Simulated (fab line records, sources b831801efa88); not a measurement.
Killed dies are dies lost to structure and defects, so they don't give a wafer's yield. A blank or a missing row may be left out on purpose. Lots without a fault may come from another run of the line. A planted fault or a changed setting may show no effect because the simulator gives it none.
A struck lot beside a sound one | flow sky130 | 15 steps out of a route of 708
Sound: wafers L912.1, L912.5, L912.6. Struck: wafers L910.3, L910.4. (L910.1 of the same lot was not struck and is left out.) The cause comes at the end.
At each step with rows: each side's tool, then ch and its chambers, then its first start. Under that, the readings that differ: sound wafers | struck wafers | difference of the means | sigmas: that difference in standard deviations of wafers without a fault.
alike: readings whose means differ by less than 2 such deviations, and words and numbers that are the same on both sides. not compared: withheld readings, readings that some wafer has no value for, bounds like >300 that may hide the same value, and numbers for which the record gives no deviation and whose values overlap.
The two part at a step that has a row with sigmas, a row that says differs or no value, or rows on one side only. Numbers that don't overlap but have no deviation are shown without sigmas and don't part them. A reading that every wafer of one side lacks parts them only if that side has two wafers or more.

first, 3 steps without rows for these wafers: SKY_PASSIVATION_EXPOSE_08 (exposes mask NSM, target cd 3000 nm); SKY_PASSIVATION_PEB_09; SKY_PASSIVATION_DEVELOP_10 (develop time 60 s).
SKY_PASSIVATION_ETCH_11: etches the open film in CF4/O2, stops on AlCu, target depth 725 nm, time 161.1 s.
  sound on rie_diel-04 ch 1,2,3, day 47 22:37; struck on rie_diel-01 ch 0,2, day 47 08:31
  alike: drypump_motor_current_A, oes_product_au, throttle_valve_pct
  not compared: rf_hours_counter_h
SKY_PASSIVATION_STRIP_12: strips in O2/N2.
  sound on plasma_asher-03 ch 0,1, day 47 22:43; struck on plasma_asher-04 ch 0,1, day 47 08:38
  reading                      | sound             | struck      | difference | sigmas
  strip_time_to_endpoint_s (s) | 31.47 31.40 31.54 | 31.78 31.85 | +0.35      | +3
  alike: drypump_motor_current_A, oes_product_au
  not compared: rf_hours_counter_h
then, 7 steps without rows for these wafers: SKY_PAD_OPEN_DEHYDRATE_00 (time 60 s); SKY_PAD_OPEN_HMDS_01 (prime time 60 s); SKY_PAD_OPEN_COAT_02 (resist thk 3000 nm); SKY_PAD_OPEN_SOFTBAKE_03; SKY_PAD_OPEN_EXPOSE_04 (exposes mask PDM, target cd 60000 nm); SKY_PAD_OPEN_PEB_05; SKY_PAD_OPEN_DEVELOP_06 (develop time 58.61 s).
SKY_PAD_OPEN_ETCH_07: etches the open film in CF4/O2, stops on AlCu, target depth 725 nm, time 161.1 s.
  sound on rie_diel-04 ch 1,2, day 48 17:01; struck on rie_diel-03 ch 0,1, day 48 03:52
  reading                              | sound             | struck      | difference | sigmas
  oes_product_au (a.u.)                | 0.966 0.974 0.981 | 0.897 0.882 | -0.084     | -12
  throttle_valve_pct (%)               | 5.970 5.966 5.964 | 5.945 5.939 | -0.025     | -3
  model.PAD_OPEN.feature_depth_nm (nm) | 693.5 703.2 711.7 | 600.2 587.3 | -109.1     |
  model.etch.depth_nm (nm)             | 693.5 703.2 711.7 | 600.2 587.3 | -109.1     |
  alike: drypump_motor_current_A
  not compared: rf_hours_counter_h
SKY_PAD_OPEN_STRIP_08: strips in O2/N2.
  sound on plasma_asher-02 ch 0,1, day 48 17:08; struck on plasma_asher-03 ch 0,1, day 48 03:58
  alike: drypump_motor_current_A, oes_product_au, strip_time_to_endpoint_s
  not compared: rf_hours_counter_h
SKY_PAD_OPEN_PROBE_99:
  sound on prober-01, day 48 19:22; struck on prober-01, day 48 06:38
  reading                                     | sound            | struck      | difference | sigmas
  model.etest.tester.sort_n_pass              | 402 397 429      | 0 0         | -409       |
  model.etest.tester.sort_yield_pct (%)       | 81.71 80.69 87.2 | 0 0         | -83        |
  model.etest.tester.sort_bin_5_pct (%)       | 10.37 12.2 7.927 | 91.87 93.29 | +82.41     |
  model.etest.met3_comb.under_floor           | 0 0 0            | 1 1         | +1         |
  model.etest.tip_sonos.open                  | 0 0 0            | 1 1         | +1         |
  model.etest.cap_ono.open                    | 0 0 0            | 1 1         | +1         |
  model.etest.pfet_01v8_mvt.under_floor       | 0 0 0            | 1 1         | +1         |
  model.etest.diode_ndiff_fingers.under_floor | 0 0 0            | 1 1         | +1         |
  alike: defect_limited_yield, killed_at_M0_to_M3, killed_at_M4_up, killed_at_contacts, killed_at_front_end, killed_at_other, killed_dies, killed_open, killed_short

WHERE THEY PART
First at SKY_PASSIVATION_STRIP_12; last, within this record, at SKY_PAD_OPEN_ETCH_07. Later steps at which nothing parts them and some readings are alike: SKY_PAD_OPEN_STRIP_08, SKY_PAD_OPEN_PROBE_99.

WHY: what the simulator had put in
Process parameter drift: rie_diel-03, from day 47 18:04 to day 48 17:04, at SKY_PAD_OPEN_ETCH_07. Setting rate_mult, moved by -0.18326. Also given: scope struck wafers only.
